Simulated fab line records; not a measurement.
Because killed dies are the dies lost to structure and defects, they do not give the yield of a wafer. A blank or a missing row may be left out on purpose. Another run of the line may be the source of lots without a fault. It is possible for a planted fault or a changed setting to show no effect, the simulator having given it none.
A lot that was struck, set against a sound lot / flow sky130 / 24 out of 708 route steps
Sound: wafers L766.2, L766.3, L766.4. Wafers L778.2, L778.4, L778.5 were the ones struck. The cause comes at the end.
Each step with rows lists, per side, the tool, then ch with its chambers, then its first start. Under that, the readings that differ: sound wafers / struck wafers / difference of the means / sigmas: that difference in standard deviations of wafers without a fault.
alike: a reading whose means differ by less than 2 such deviations, as well as words and numbers matching on both sides. not compared: withheld readings; readings where some wafer has no value; bounds like >300 that might hide an equal value; numbers whose values overlap and for which the record gives no deviation.
The two part at a step that has a row with sigmas, a row that says differs or no value, or rows on one side only. Non-overlapping numbers with no deviation appear without sigmas and do not part them. Lack of a reading on every wafer of one side parts them only where that side has two or more wafers.

first, 6 steps without rows for these wafers: SKY_PWDE_HMDS_01 (prime time 60 s); SKY_PWDE_COAT_02 (resist thk 3000 nm); SKY_PWDE_SOFTBAKE_03; SKY_PWDE_EXPOSE_04 (exposes mask PWDEM, target cd 840 nm); SKY_PWDE_PEB_05; SKY_PWDE_DEVELOP_06 (develop time 60 s).
SKY_PWDE_OVL_MEAS_07:
  struck on overlay-01, day 7 03:28; sound on overlay-02, day 4 18:01
  alike: PWDE_OVL
next, for these wafers, 1 step has no rows: SKY_PWDE_IMPLANT_08.
SKY_PWDE_STRIP_09: strips in O2/N2.
  sound on plasma asher-02 ch 0,1, day 4 18:12; struck on plasma asher-04 ch 0,1, day 7 03:39
  alike: drypump motor current A, oes product au, strip time to endpoint s
  not compared: rf hours counter h
SKY_PWDE_TW_MEAS_10:
  struck on film metro-04, day 7 03:46; sound on film metro-03, day 4 18:19
  alike: PWDE_TW
then, 2 steps without rows for these wafers: SKY_NWELL_DEHYDRATE_03 (time 60 s); SKY_NWELL_HMDS_04 (prime time 60 s).
SKY_NWELL_COAT_05: resist thk 3000 nm.
  sound on litho track-03 ch 0, day 5 02:32; struck on litho track-03 ch 0, day 7 12:53
reading=model.coat_of_NWELL_COAT_05.thk nm (nm); sound=2976 2987 2978; struck=1872 1873 1869; difference=-1109; sigmas=
then, 3 steps without rows for these wafers: SKY_NWELL_SOFTBAKE_06; SKY_NWELL_EXPOSE_07 (exposes mask NWM, target cd 840 nm); SKY_NWELL_PEB_08.
SKY_NWELL_DEVELOP_09: develop time 60 s.
  sound: litho track-01 ch 0; struck: litho track-03 ch 0
reading=model.coat_of_NWELL_COAT_05.thk nm (nm); sound=2972 2983 2973; struck=1867 1869 1865; difference=-1109; sigmas=
SKY_NWELL_OVL_MEAS_10:
  struck on overlay-02, day 7 22:10; sound on overlay-01, day 5 11:25
  alike: NWELL_00_OVL
then, 3 steps without rows for these wafers: SKY_NWELL_IMPLANT_11; SKY_NWELL_IMPLANT_12; SKY_NWELL_IMPLANT_13.
SKY_NWELL_STRIP_14: strips in O2/N2.
  sound on plasma asher-04 ch 0,1, day 5 11:53; struck on plasma asher-03 ch 0,1, day 7 22:39
reading=strip time to endpoint s (s); sound=36.62 36.76 36.63; struck=23.84 23.85 23.81; difference=-12.84; sigmas=-99 or more
  alike: drypump motor current A, oes product au
  not compared: rf hours counter h
SKY_NWELL_TW_MEAS_15:
  struck on film metro-04, day 7 22:46; sound on film metro-01, day 5 12:00
reading=NWELL_TW; sound=1831 1839 1839; struck=1805 1818 1813; difference=-24; sigmas=-2
-- the record jumps here: 41 days lie between the struck wafers' starts before and after (it left off in module NWELL and takes up again in module PAD_OPEN, whose first step shown is number 708 of the route) --
SKY_PAD_OPEN_PROBE_99:
  struck on prober-02, day 49 01:23; sound on prober-02, day 46 14:10
reading=model.etest.pfet_16v.r on ohm um; sound=1.513e+04 1.524e+04 1.504e+04; struck=1.562e+04 1.55e+04 1.556e+04; difference=+4.233e+02; sigmas=
reading=model.etest.nfet_16v.r on ohm um; sound=1.385e+04 1.402e+04 1.387e+04; struck=1.376e+04 1.361e+04 1.374e+04; difference=-2.100e+02; sigmas=
reading=model.etest.res nwell.line ohm um; sound=1167 1207 1142; struck=1001 982.9 990.1; difference=-181; sigmas=
reading=model.etest.res nwell.width nm (nm); sound=840.5 836.7 844; struck=931.6 928.6 925.9; difference=+88.3; sigmas=
reading=model.etest.res iso pwell.width nm (nm); sound=2644 2644 2645; struck=2588 2587 2597; difference=-54; sigmas=
reading=model.etest.pfet_16v.drive ua um; sound=245.8 244.7 243.8; struck=237 238.8 237.2; difference=-7; sigmas=
reading=model.etest.iso nwell nwell.leak log10 a um; sound=-13.9 -13.84 -13.74; struck=-12.22 -12.16 -12.57; difference=+1.51; sigmas=
  alike: killed_at_M0_to_M3, killed_at_M4_up, killed at contacts, killed at front end, killed at other, killed dies, killed open, killed short

== WHERE THEY PART ==
At SKY_NWELL_STRIP_14 first; at SKY_NWELL_TW_MEAS_15 last (within this record only). Later steps at which nothing parts them and some readings are alike: SKY_PAD_OPEN_PROBE_99.

WHY: what had been put in by the simulator
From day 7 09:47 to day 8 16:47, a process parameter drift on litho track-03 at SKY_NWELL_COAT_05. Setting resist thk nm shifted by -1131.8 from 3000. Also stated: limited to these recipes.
